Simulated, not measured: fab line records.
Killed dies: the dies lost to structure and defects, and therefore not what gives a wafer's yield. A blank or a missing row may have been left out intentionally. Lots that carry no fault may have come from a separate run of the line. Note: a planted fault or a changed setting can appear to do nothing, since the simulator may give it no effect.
fab line records	flow sky130
record lots=11	wafers=33	lastDay=50
route steps=708 shown VIA3@587 CAP2M@603 METAL4@633 PAD_OPEN@708
lots untouched by any fault: they come from a run of this same line in which no faults occurred
startH: start of the lot's first displayed wafer, in hours after the record's first day	waitH: how many hours have passed since the lot's step before this one	" identical to the entry in the row above	L1.1+2: a single row standing in for several wafers	- no value, or no start given	* or withheld: withheld	< > ~ a bound
route shown NAME@n: a module of which the file shows steps, and the number in the route of the first	usual: average and standard deviation across the fault-free wafers	same: alike in all rows	chamber/n: place in a boat	sites: each site's reading	_std_site: standard deviation of those values	_edge_site: outer sites' mean less inner sites'	radiusMm: for every site, how far away it sits from the centre of the wafer	mask NAME#n: copy n	behind: the tool/chamber that last shaped the wafer	hold: why the lot was held/for how many hours/how that ended	device: the n, p or np transistor that did not switch	end of line: the tests these same wafers got at the end of their route	a step with no rows: only its recipe	killed: at the first sort, the dies lost to defects and structure; wafer yield is something else	map: the dies of a wafer, with x for killed, . for not killed, _ for no die there
set.NAME: the run value of the setting; set.NAME@STEP: its run value at that earlier step	model.NAME: the simulator's own value behind a step, which no gauge read
steps of the route over a sample of lots; a table a step, a row a wafer
services: a tool's chamber out of use, with start hour (startH, from the record's first day; less than 0 if before it), hours out, and reason
## steps
# step SKY_VIA3_ETCH_14
# recipe chemistry=N2/H2	target=BARC	ionEnergyEv=200	sourceW=500	biasW=100	pressureMtorr=30	n2FlowSccm=100	h2FlowSccm=200	stopOn=SiO2	timeS=45.9	targetDepthA=600
# usual drypumpMotorCurrentA=6.0/0.52	oesProductAu=0.855/0.0051	throttleValvePct=13.226/0.01
lot.wafer	tool	chamber	startH	waitH	drypumpMotorCurrentA	oesProductAu	rfHoursCounterH	throttleValvePct
L891.1	rieDiel-02	0	931.65	0.0	6.2	0.854	7	13.221
L891.3	"	1	"	"	4.9	0.856	18	13.227
L891.5	"	0	"	"	6.2	0.850	-	13.237
L892.1	rieDiel-03	1	937.19	0.0	6.6	0.857	9	13.225
L892.4	"	0	"	"	5.7	0.857	12	13.226
L892.6	"	2	"	"	5.7	0.855	-	13.217
L893.1	rieDiel-02	2	948.75	0.0	5.5	0.857	14	13.222
L893.2	"	1	"	"	4.8	0.857	19	13.237
L893.5	"	0	"	"	6.2	0.861	-	13.222
L897.2	rieDiel-02	3	980.70	0.0	6.7	0.859	10	13.232
L897.3	"	1	"	"	4.8	0.844	20	13.226
L897.4	"	0	"	"	6.2	0.857	8	13.221
L899.4	rieDiel-01	1	991.60	0.0	6.5	0.861	25	13.233
L899.5	"	1	"	"	6.5	0.864	-	13.235
L899.6	"	0	"	"	6.2	0.852	-	13.229
L900.2	rieDiel-01	3	997.29	0.0	5.4	0.856	6	13.240
L900.4	"	1	"	"	6.5	0.855	26	13.226
L900.6	"	1	"	"	6.5	0.862	-	13.203
L901.1	rieDiel-01	2	1001.60	0.0	5.9	0.861	22	13.221
L901.3	"	3	"	"	5.5	0.853	6	13.227
L901.5	"	0	"	"	6.2	0.860	-	13.251
L902.1	rieDiel-01	1	1008.75	0.0	6.5	0.853	26	13.211
L902.3	"	3	"	"	5.4	0.856	6	13.235
L902.5	"	3	"	"	5.4	0.849	-	13.220
L908.1	rieDiel-03	1	1050.30	0.0	6.7	0.862	12	13.230
L908.4	"	3	"	"	6.4	0.859	9	13.252
L908.5	"	0	"	"	5.7	0.856	-	13.225
L913.1	rieDiel-02	1	1086.85	0.0	4.8	0.848	23	13.223
L913.5	"	0	"	"	6.2	0.852	-	13.226
L913.6	"	3	"	"	6.6	0.859	-	13.223
L914.3	rieDiel-03	0	1092.90	0.0	5.7	0.863	17	13.217
L914.4	"	3	"	"	6.4	0.859	11	13.235
L914.5	"	3	"	"	6.4	0.855	-	13.225
# step SKY_VIA3_CVD_21
# recipe material=W	targetThkNm=390	timeS=117.31	tempC=400	pressureTorr=40
# usual heaterPowerW=825/77
lot.wafer	tool	chamber	startH	waitH	heaterPowerW
L891.1	cvdW-02	1	932.40	0.0	759
L891.3	"	1	"	"	757
L891.5	"	0	"	"	860
L892.1	cvdW-02	1	937.97	0.0	771
L892.4	"	1	"	"	782
L892.6	"	1	"	"	762
L893.1	cvdW-02	0	949.50	0.0	869
L893.2	"	1	"	"	767
L893.5	"	1	"	"	781
L897.2	cvdW-01	0	981.45	0.0	918
L897.3	"	0	"	"	924
L897.4	"	1	"	"	719
L899.4	cvdW-02	1	992.57	0.1	777
L899.5	"	0	"	"	870
L899.6	"	1	"	"	774
L900.2	cvdW-02	1	998.32	0.0	748
L900.4	"	1	"	"	757
L900.6	"	0	"	"	884
L901.1	cvdW-01	1	1002.35	0.0	729
L901.3	"	1	"	"	743
L901.5	"	0	"	"	933
L902.1	cvdW-02	1	1009.50	0.0	764
L902.3	"	0	"	"	898
L902.5	"	0	"	"	886
L908.1	cvdW-02	1	1051.14	0.0	771
L908.4	"	1	"	"	768
L908.5	"	0	"	"	880
L913.1	cvdW-02	1	1087.65	0.0	753
L913.5	"	1	"	"	772
L913.6	"	0	"	"	904
L914.3	cvdW-02	0	1093.69	0.1	907
L914.4	"	1	"	"	765
L914.5	"	0	"	"	866
# step SKY_VIA3_THK_MEAS_23
# recipe thkMeasGauge=xrf	reads=W_of_VIA3_CVD_21
# usual VIA3_W_THK=390/6.3
lot.wafer	tool	chamber	startH	waitH	VIA3_W_THK[nm]
L891.1	filmMetro-02	-	932.64	0.1	392
L891.3	"	-	"	"	393
L891.5	"	-	"	"	396
L892.1	filmMetro-02	-	938.22	0.1	390
L892.4	"	-	"	"	397
L892.6	"	-	"	"	393
L893.1	filmMetro-03	-	949.74	0.1	401
L893.2	"	-	"	"	398
L893.5	"	-	"	"	399
L897.2	filmMetro-03	-	981.70	0.1	392
L897.3	"	-	"	"	389
L897.4	"	-	"	"	393
L899.4	filmMetro-02	-	992.80	0.1	387
L899.5	"	-	"	"	393
L899.6	"	-	"	"	384
L900.2	filmMetro-02	-	998.57	0.1	384
L900.4	"	-	"	"	387
L900.6	"	-	"	"	386
L901.1	filmMetro-01	-	1002.59	0.1	378
L901.3	"	-	"	"	376
L901.5	"	-	"	"	372
L902.1	filmMetro-01	-	1009.74	0.1	386
L902.3	"	-	"	"	386
L902.5	"	-	"	"	388
L908.1	filmMetro-01	-	1051.38	0.1	393
L908.4	"	-	"	"	391
L908.5	"	-	"	"	399
L913.1	filmMetro-01	-	1087.90	0.1	392
L913.5	"	-	"	"	389
L913.6	"	-	"	"	396
L914.3	filmMetro-03	-	1093.92	0.1	396
L914.4	"	-	"	"	397
L914.5	"	-	"	"	399
# step SKY_CAP2M_CVD_00
# recipe material=SiO2	targetThkNm=15.5	tempC=400	timeS=withheld	rfW=450
# usual heaterPowerW=713/120
lot.wafer	tool	chamber	startH	waitH	heaterPowerW
L891.1	pecvd-04	2	933.16	0.0	616
L891.3	"	1	"	"	632
L891.5	"	0	"	"	676
L892.1	pecvd-02	1	938.73	0.0	648
L892.4	"	2	"	"	781
L892.6	"	0	"	"	882
L893.1	pecvd-04	1	950.26	0.0	508
L893.2	"	0	"	"	679
L893.5	"	1	"	"	527
L897.2	pecvd-01	2	982.21	0.0	559
L897.3	"	0	"	"	897
L897.4	"	0	"	"	898
L899.4	pecvd-01	1	993.29	0.0	907
L899.5	"	1	"	"	919
L899.6	"	2	"	"	571
L900.2	pecvd-04	2	999.07	0.0	632
L900.4	"	1	"	"	628
L900.6	"	2	"	"	623
L901.1	pecvd-04	0	1003.11	0.0	668
L901.3	"	2	"	"	656
L901.5	"	1	"	"	610
L902.1	pecvd-02	1	1010.26	0.0	652
L902.3	"	1	"	"	636
L902.5	"	2	"	"	759
L908.1	pecvd-01	0	1051.90	0.0	862
L908.4	"	2	"	"	603
L908.5	"	0	"	"	850
L913.1	pecvd-04	2	1088.81	0.0	716
L913.5	"	2	"	"	703
L913.6	"	1	"	"	604
L914.3	pecvd-02	1	1094.41	0.0	597
L914.4	"	0	"	"	913
L914.5	"	1	"	"	590
# step SKY_CAP2M_THK_MEAS_01
# recipe reads=SiO2_of_CAP2M_CVD_00
# usual CAP2M_CVD_00_THK=15.57/0.28
lot.wafer	tool	chamber	startH	waitH	CAP2M_CVD_00_THK[nm]
L891.1	filmMetro-04	-	933.18	-	15.82
L891.3	"	-	"	"	15.53
L891.5	"	-	"	"	15.56
L892.1	filmMetro-04	-	938.75	-	15.03
L892.4	"	-	"	"	15.41
L892.6	"	-	"	"	15.84
L893.1	filmMetro-04	-	950.28	-	15.40
L893.2	"	-	"	"	15.17
L893.5	"	-	"	"	15.93
L897.2	filmMetro-04	-	982.24	-	15.63
L897.3	"	-	"	"	15.93
L897.4	"	-	"	"	16.05
L899.4	filmMetro-02	-	993.35	-	15.54
L899.5	"	-	"	"	15.51
L899.6	"	-	"	"	15.75
L900.2	filmMetro-03	-	999.11	-	15.40
L900.4	"	-	"	"	15.58
L900.6	"	-	"	"	15.46
L901.1	filmMetro-03	-	1003.13	-	15.39
L901.3	"	-	"	"	15.64
L901.5	"	-	"	"	15.76
L902.1	filmMetro-04	-	1010.29	-	15.28
L902.3	"	-	"	"	15.30
L902.5	"	-	"	"	15.14
L908.1	filmMetro-02	-	1051.92	-	20.88
L908.4	"	-	"	"	15.72
L908.5	"	-	"	"	21.13
L913.1	filmMetro-04	-	1088.84	-	15.69
L913.5	"	-	"	"	15.87
L913.6	"	-	"	"	15.96
L914.3	filmMetro-03	-	1094.45	-	15.54
L914.4	"	-	"	"	15.88
L914.5	"	-	"	"	15.82
# step SKY_METAL4_ETCH_17
# recipe target=SiO2	stopOn=TiN	chemistry=C4F8/O2/Ar	sourceW=1500	biasW=1200	pressureMtorr=40	c4f8FlowSccm=withheld	O2_flow_sccm=6	Ar_flow_sccm=300	timeS=3.9	targetDepthA=150
# usual oesProductAu=0.756/0.0079
lot.wafer	tool	chamber	startH	waitH	oesProductAu	rfHoursCounterH
L891.1	rieDiel-02	2	982.68	0.1	0.764	14
L891.3	"	0	"	"	0.751	8
L891.5	"	2	"	"	0.756	-
L892.1	rieDiel-03	2	988.07	0.1	0.750	8
L892.4	"	0	"	"	0.758	14
L892.6	"	0	"	"	0.758	-
L893.1	rieDiel-04	0	999.49	0.1	0.759	17
L893.2	"	3	"	"	0.748	15
L893.5	"	0	"	"	0.763	-
L897.2	rieDiel-04	2	1029.43	0.1	0.760	5
L897.3	"	1	"	"	0.767	23
L897.4	"	0	"	"	0.771	18
L899.4	rieDiel-03	0	1040.03	0.0	0.753	15
L899.5	"	0	"	"	0.753	-
L899.6	"	1	"	"	0.754	-
L900.2	rieDiel-03	2	1045.43	0.1	0.755	9
L900.4	"	0	"	"	0.757	15
L900.6	"	0	"	"	0.750	-
L901.1	rieDiel-02	3	1049.33	0.1	0.745	13
L901.3	"	0	"	"	0.760	11
L901.5	"	0	"	"	0.762	-
L902.1	rieDiel-02	0	1056.29	0.1	0.758	11
L902.3	"	2	"	"	0.745	17
L902.5	"	2	"	"	0.738	-
L908.1	rieDiel-03	2	1094.34	0.1	0.886	11
L908.4	"	1	"	"	0.757	14
L908.5	"	2	"	"	0.890	-
L913.1	rieDiel-04	1	1129.97	0.1	0.762	0
L913.5	"	0	"	"	0.766	-
L913.6	"	1	"	"	0.772	-
L914.3	rieDiel-03	3	1134.23	0.0	0.756	12
L914.4	"	1	"	"	0.766	15
L914.5	"	3	"	"	0.760	-
# step SKY_PAD_OPEN_PROBE_99
# usual defectLimitedYield=82.5/2	killed_at_M0_to_M3=43/6.8	killed_at_M4_up=3.3/2.1	killedAtContacts=24/5	killedAtFrontEnd=15/4.4	killedAtOther=0.3/0.57	killedDies=86/9.7	killedOpen=47/7.3	killedShort=39/6.1
# same grossDies=492	killedAtBackSide=0
lot.wafer	tool	chamber	startH	waitH	defectLimitedYield[%]	killed_at_M0_to_M3	killed_at_M4_up	killedAtContacts	killedAtFrontEnd	killedAtOther	killedDies	killedOpen	killedShort
L891.1	prober-02	-	1078.52	0.1	80.5	47	5	23	21	0	96	59	36
L891.3	prober-02	-	1078.62	0.2	82.7	44	2	26	13	0	85	45	39
L891.5	prober-02	-	1078.72	0.2	82.7	40	5	25	15	0	85	47	37
L892.1	prober-01	-	1082.90	0.1	85.0	41	2	22	8	1	74	31	43
L892.4	prober-01	-	1083.05	0.2	81.9	39	5	28	16	1	89	53	34
L892.6	prober-01	-	1083.15	0.2	83.7	35	4	30	11	0	80	47	33
L893.1	prober-02	-	1093.67	0.1	84.8	40	2	16	17	0	75	36	39
L893.2	prober-02	-	1093.72	0.1	81.7	54	3	22	11	0	90	42	48
L893.5	prober-02	-	1093.87	0.2	83.5	43	5	20	13	0	81	50	31
L897.2	prober-02	-	1120.87	0.1	80.7	45	2	32	15	1	95	53	42
L897.3	prober-02	-	1120.92	0.2	83.7	35	1	28	16	0	80	41	39
L897.4	prober-02	-	1120.97	0.2	83.3	35	6	27	14	0	82	48	34
L899.4	prober-02	-	1130.16	0.2	80.1	62	3	24	9	0	98	65	33
L899.5	prober-02	-	1130.21	0.2	83.9	44	0	21	14	0	79	41	34
L899.6	prober-02	-	1130.26	0.2	82.7	48	0	26	11	0	85	47	38
L900.2	prober-01	-	1133.60	0.1	81.5	50	2	22	17	0	91	53	38
L900.4	prober-01	-	1133.70	0.2	85.4	37	1	20	13	1	72	35	37
L900.6	prober-01	-	1133.80	0.2	87.0	28	2	14	20	0	64	37	27
L901.1	prober-02	-	1137.16	0.1	82.3	39	5	26	15	2	87	50	36
L901.3	prober-02	-	1137.26	0.2	80.3	49	0	32	16	0	97	61	36
L901.5	prober-02	-	1137.36	0.2	78.7	59	3	26	16	1	105	57	48
L902.1	prober-01	-	1143.38	0.1	82.3	44	6	25	12	0	87	52	34
L902.3	prober-01	-	1143.48	0.2	82.9	42	2	24	16	0	84	43	41
L902.5	prober-01	-	1143.58	0.2	83.7	41	3	22	14	0	80	51	29
L908.1	prober-01	-	1175.63	0.1	80.3	55	2	22	18	0	97	44	52
L908.4	prober-01	-	1175.78	0.2	86.4	37	2	15	12	1	67	33	33
L908.5	prober-01	-	1175.83	0.2	80.9	46	4	25	18	1	94	58	36
L913.1	prober-02	-	1204.03	0.1	81.1	41	6	27	19	0	93	58	35
L913.5	prober-02	-	1204.23	0.2	84.1	46	0	18	14	0	78	44	34
L913.6	prober-02	-	1204.28	0.2	79.9	58	5	20	16	0	99	49	50
L914.3	prober-01	-	1206.56	0.2	77.0	54	6	31	21	1	113	71	41
L914.4	prober-01	-	1206.61	0.2	80.9	46	2	22	24	0	94	50	44
L914.5	prober-01	-	1206.66	0.2	80.9	36	3	39	15	1	94	51	42
# killed by level:class
L891.1 VIA2:geometricParticle:open=10 VIA3:geometricParticle:open=10 LI_CONTACT:geometricParticle:open=8 VIA1:geometricParticle:open=8 FIELD_ISO:geometricParticle:open=7 CONTACT:geometricParticle:open=6 POLY_GATE:geometricParticle:open=5 CONTACT:geometricParticle:short=5
L891.3 VIA1:geometricParticle:open=11 VIA3:geometricParticle:open=9 LI_CONTACT:geometricParticle:open=8 METAL2:geometricParticle:short=7 LOCAL_INTERCONNECT:geometricParticle:short=6 CONTACT:geometricParticle:open=6 VIA1:geometricParticle:short=4 VIA2:geometricParticle:open=4
L891.5 VIA1:geometricParticle:open=11 LI_CONTACT:geometricParticle:open=9 CONTACT:geometricParticle:open=7 VIA1:geometricParticle:short=7 CONTACT:geometricParticle:short=5 VIA2:geometricParticle:open=5 POLY_GATE:geometricParticle:open=4 METAL1:geometricParticle:short=4
L892.1 CONTACT:geometricParticle:open=9 VIA3:geometricParticle:open=9 METAL1:geometricParticle:short=7 METAL2:geometricParticle:short=6 VIA1:geometricParticle:short=5 VIA1:geometricParticle:open=5 VIA3:geometricParticle:short=4 FIELD_ISO:geometricParticle:short=3
L892.4 VIA1:geometricParticle:open=13 CONTACT:geometricParticle:open=9 VIA2:geometricParticle:open=8 LI_CONTACT:geometricParticle:open=7 SPACER:geometricParticle:open=5 METAL1:geometricParticle:short=5 METAL4:geometricParticle:short=5 CONTACT:geometricParticle:short=4
L892.6 CONTACT:geometricParticle:open=10 LI_CONTACT:geometricParticle:open=8 VIA1:geometricParticle:open=7 CONTACT:geometricParticle:short=6 VIA3:geometricParticle:open=5 METAL2:geometricParticle:short=4 VIA2:geometricParticle:open=4 FIELD_ISO:geometricParticle:short=3
L893.1 METAL1:geometricParticle:short=9 VIA3:geometricParticle:open=6 FIELD_ISO:geometricParticle:open=5 FIELD_ISO:geometricParticle:short=5 LI_CONTACT:geometricParticle:open=5 VIA1:geometricParticle:open=5 METAL2:geometricParticle:short=5 LOCAL_INTERCONNECT:geometricParticle:short=4
L893.2 VIA1:geometricParticle:open=14 METAL1:geometricParticle:short=9 LOCAL_INTERCONNECT:geometricParticle:short=7 CONTACT:geometricParticle:open=7 VIA1:geometricParticle:short=5 METAL2:geometricParticle:short=5 VIA2:geometricParticle:open=5 FIELD_ISO:geometricParticle:short=4
L893.5 VIA1:geometricParticle:open=13 CONTACT:geometricParticle:open=9 POLY_GATE:geometricParticle:open=6 VIA3:geometricParticle:open=6 LOCAL_INTERCONNECT:geometricParticle:short=5 METAL1:geometricParticle:short=5 VIA2:geometricParticle:open=5 METAL4:geometricParticle:short=3
L897.2 CONTACT:geometricParticle:open=10 VIA1:geometricParticle:open=9 LI_CONTACT:geometricParticle:open=8 VIA2:geometricParticle:open=8 LOCAL_INTERCONNECT:geometricParticle:short=6 POLY_GATE:geometricParticle:open=5 CONTACT:geometricParticle:short=5 METAL2:geometricParticle:short=5
L897.3 CONTACT:geometricParticle:short=8 CONTACT:geometricParticle:open=8 VIA1:geometricParticle:open=8 FIELD_ISO:geometricParticle:open=7 METAL2:geometricParticle:short=6 LI_CONTACT:geometricParticle:open=5 LOCAL_INTERCONNECT:geometricParticle:short=4 VIA3:geometricParticle:open=4
L897.4 VIA1:geometricParticle:open=10 CONTACT:geometricParticle:open=8 CONTACT:geometricParticle:short=7 FIELD_ISO:geometricParticle:open=6 LI_CONTACT:geometricParticle:open=6 METAL1:geometricParticle:open=6 METAL4:geometricParticle:short=6 LOCAL_INTERCONNECT:geometricParticle:short=4
L899.4 VIA2:geometricParticle:open=15 VIA1:geometricParticle:open=11 LI_CONTACT:geometricParticle:open=8 VIA3:geometricParticle:open=8 CONTACT:geometricParticle:open=7 METAL1:geometricParticle:short=7 CONTACT:geometricParticle:short=5 METAL2:geometricParticle:short=5
L899.5 VIA1:geometricParticle:open=12 VIA2:geometricParticle:open=12 CONTACT:geometricParticle:open=7 LOCAL_INTERCONNECT:geometricParticle:short=5 CONTACT:geometricParticle:short=5 VIA2:geometricParticle:short=5 METAL1:geometricParticle:short=4 POLY_GATE:areaEtch=4
L899.6 METAL1:geometricParticle:short=11 VIA2:geometricParticle:open=11 CONTACT:geometricParticle:open=8 VIA1:geometricParticle:open=8 LOCAL_INTERCONNECT:geometricParticle:short=7 FIELD_ISO:geometricParticle:open=6 LI_CONTACT:geometricParticle:open=5 METAL2:geometricParticle:short=5
L900.2 VIA2:geometricParticle:open=12 LI_CONTACT:geometricParticle:open=10 VIA1:geometricParticle:open=8 VIA1:geometricParticle:short=6 FIELD_ISO:geometricParticle:short=5 CONTACT:geometricParticle:open=5 CONTACT:geometricParticle:short=5 METAL1:geometricParticle:short=5
L900.4 LI_CONTACT:geometricParticle:short=6 METAL1:geometricParticle:short=6 POLY_GATE:geometricParticle:open=5 LOCAL_INTERCONNECT:geometricParticle:short=5 VIA3:geometricParticle:open=5 VIA1:geometricParticle:open=4 LI_CONTACT:geometricParticle:open=4 METAL2:geometricParticle:open=4
L900.6 POLY_GATE:geometricParticle:open=7 CONTACT:geometricParticle:open=6 VIA1:geometricParticle:open=5 FIELD_ISO:geometricParticle:short=4 METAL1:geometricParticle:short=4 VIA2:geometricParticle:open=4 VIA3:geometricParticle:open=4 POLY_GATE:geometricParticle:short=3
L901.1 LI_CONTACT:geometricParticle:open=11 CONTACT:geometricParticle:open=8 METAL2:geometricParticle:short=7 VIA2:geometricParticle:open=7 VIA1:geometricParticle:open=6 FIELD_ISO:geometricParticle:open=5 VIA1:geometricParticle:short=4 FIELD_ISO:geometricParticle:short=4
L901.3 LI_CONTACT:geometricParticle:open=12 CONTACT:geometricParticle:open=9 METAL2:geometricParticle:short=9 VIA3:geometricParticle:open=8 VIA2:geometricParticle:open=8 VIA1:geometricParticle:open=7 FIELD_ISO:geometricParticle:open=5 VIA2:geometricParticle:short=4
L901.5 VIA1:geometricParticle:open=12 CONTACT:geometricParticle:open=9 VIA3:geometricParticle:open=9 FIELD_ISO:geometricParticle:open=6 METAL3:geometricParticle:short=6 VIA2:geometricParticle:short=6 METAL2:geometricParticle:open=6 METAL2:geometricParticle:short=6
L902.1 VIA1:geometricParticle:open=18 LI_CONTACT:geometricParticle:open=10 CONTACT:geometricParticle:short=7 VIA2:geometricParticle:open=6 CONTACT:geometricParticle:open=5 VIA1:geometricParticle:short=5 POLY_GATE:geometricParticle:open=4 METAL2:geometricParticle:short=4
L902.3 CONTACT:geometricParticle:open=10 LI_CONTACT:geometricParticle:open=7 VIA3:geometricParticle:short=7 METAL2:geometricParticle:short=5 CONTACT:geometricParticle:short=5 VIA1:geometricParticle:open=5 POLY_GATE:geometricParticle:open=4 VIA3:geometricParticle:open=4
L902.5 LI_CONTACT:geometricParticle:open=9 CONTACT:geometricParticle:open=8 VIA3:geometricParticle:open=7 METAL1:geometricParticle:short=6 VIA1:geometricParticle:open=5 VIA2:geometricParticle:open=5 POLY_GATE:geometricParticle:short=4 CONTACT:geometricParticle:short=3
L908.1 VIA1:geometricParticle:open=13 VIA1:geometricParticle:short=7 LOCAL_INTERCONNECT:geometricParticle:short=7 METAL1:geometricParticle:short=6 VIA2:geometricParticle:open=6 FIELD_ISO:geometricParticle:open=5 LI_CONTACT:geometricParticle:open=5 VIA3:geometricParticle:open=5
L908.4 VIA1:geometricParticle:open=7 METAL2:geometricParticle:short=7 METAL1:geometricParticle:short=6 VIA3:geometricParticle:open=5 LI_CONTACT:geometricParticle:open=5 CONTACT:geometricParticle:open=5 POLY_GATE:geometricParticle:short=3 VIA2:geometricParticle:open=3
L908.5 CONTACT:geometricParticle:open=13 VIA1:geometricParticle:open=11 LI_CONTACT:geometricParticle:open=7 VIA3:geometricParticle:open=6 VIA2:geometricParticle:open=6 VIA1:geometricParticle:short=5 POLY_GATE:geometricParticle:open=4 POLY_GATE:geometricParticle:short=4
L913.1 CONTACT:geometricParticle:open=10 VIA2:geometricParticle:open=10 VIA1:geometricParticle:open=10 LI_CONTACT:geometricParticle:open=8 VIA3:geometricParticle:open=6 METAL4:geometricParticle:short=6 FIELD_ISO:geometricParticle:open=4 POLY_GATE:geometricParticle:open=4
L913.5 VIA3:geometricParticle:open=10 VIA2:geometricParticle:open=9 VIA1:geometricParticle:open=9 LI_CONTACT:geometricParticle:open=6 LOCAL_INTERCONNECT:geometricParticle:short=5 VIA1:geometricParticle:short=5 POLY_GATE:geometricParticle:open=4 METAL1:geometricParticle:short=4
L913.6 VIA1:geometricParticle:open=11 CONTACT:geometricParticle:open=9 METAL1:geometricParticle:short=9 VIA3:geometricParticle:open=9 VIA2:geometricParticle:open=7 VIA1:geometricParticle:short=6 METAL3:geometricParticle:short=5 FIELD_ISO:geometricParticle:open=4
L914.3 VIA1:geometricParticle:open=14 LI_CONTACT:geometricParticle:open=12 CONTACT:geometricParticle:open=11 VIA2:geometricParticle:open=10 VIA3:geometricParticle:open=7 METAL1:geometricParticle:short=7 FIELD_ISO:geometricParticle:short=6 POLY_GATE:geometricParticle:short=6
L914.4 VIA1:geometricParticle:open=9 CONTACT:geometricParticle:open=7 POLY_GATE:geometricParticle:open=7 LI_CONTACT:geometricParticle:open=6 METAL1:geometricParticle:short=6 METAL2:geometricParticle:short=6 FIELD_ISO:geometricParticle:short=5 VIA1:geometricParticle:short=5
L914.5 CONTACT:geometricParticle:open=16 CONTACT:geometricParticle:short=10 VIA2:geometricParticle:open=7 VIA1:geometricParticle:open=6 VIA2:geometricParticle:short=6 LI_CONTACT:geometricParticle:open=5 VIA3:geometricParticle:short=5 POLY_GATE:geometricParticle:open=4
## services
tool	chamber	startH	hours	kind
rieDiel-04	-	910.03	2.8	pm
pecvd-02	-	910.57	0.5	repair
pecvd-02	1	916.38	8.6	repair
cvdW-01	-	918.04	14.6	pm
pecvd-04	2	918.61	3.9	repair
pecvd-01	2	938.15	22.6	repair
pecvd-02	-	977.78	28.1	pm
cvdW-01	-	998.31	2.8	pm
cvdW-01	1	1006.05	12.3	repair
rieDiel-02	0	1007.09	5.9	repair
pecvd-02	0	1008.35	12.1	repair
rieDiel-04	2	1010.64	4.4	repair
cvdW-02	-	1010.77	0.5	repair
cvdW-02	-	1026.31	6.0	pm
pecvd-01	-	1029.87	0.5	repair
rieDiel-04	3	1030.88	9.3	repair
rieDiel-02	0	1039.17	5.5	repair
pecvd-01	-	1052.13	14.6	pm
rieDiel-02	3	1066.37	9.1	repair
rieDiel-04	-	1073.34	28.1	pm
rieDiel-03	-	1073.37	2.8	pm
rieDiel-04	-	1112.32	0.4	repair
rieDiel-04	0	1112.84	15.1	repair
pecvd-02	-	1129.66	1.4	repair
## key
firstSign step=SKY_CAP2M_THK_MEAS_01	reading=CAP2M_CVD_00_THK	direction=up	sigmas=19	usual=15.57	struck=21.01
effect step=SKY_METAL4_ETCH_17	reading=oesProductAu	direction=up	sigmas=17	usual=0.756	struck=0.888
metAt SKY_CAP2M_CVD_00
struckLots L908
struckWafers L908.1,L908.5
notActingAt SKY_VIA3_ETCH_14,SKY_VIA3_CVD_21,SKY_VIA3_THK_MEAS_23
onsetBetween 982.21 1051.90
fault kind=processParameterDrift	tool=pecvd-01	chamber=0	onsetH=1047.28	steps=SKY_CAP2M_CVD_00	channel=targetThkNm	offset=5.2492	shape=step	endH=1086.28	actsIn=theseRecipesOnly	stated=15.5
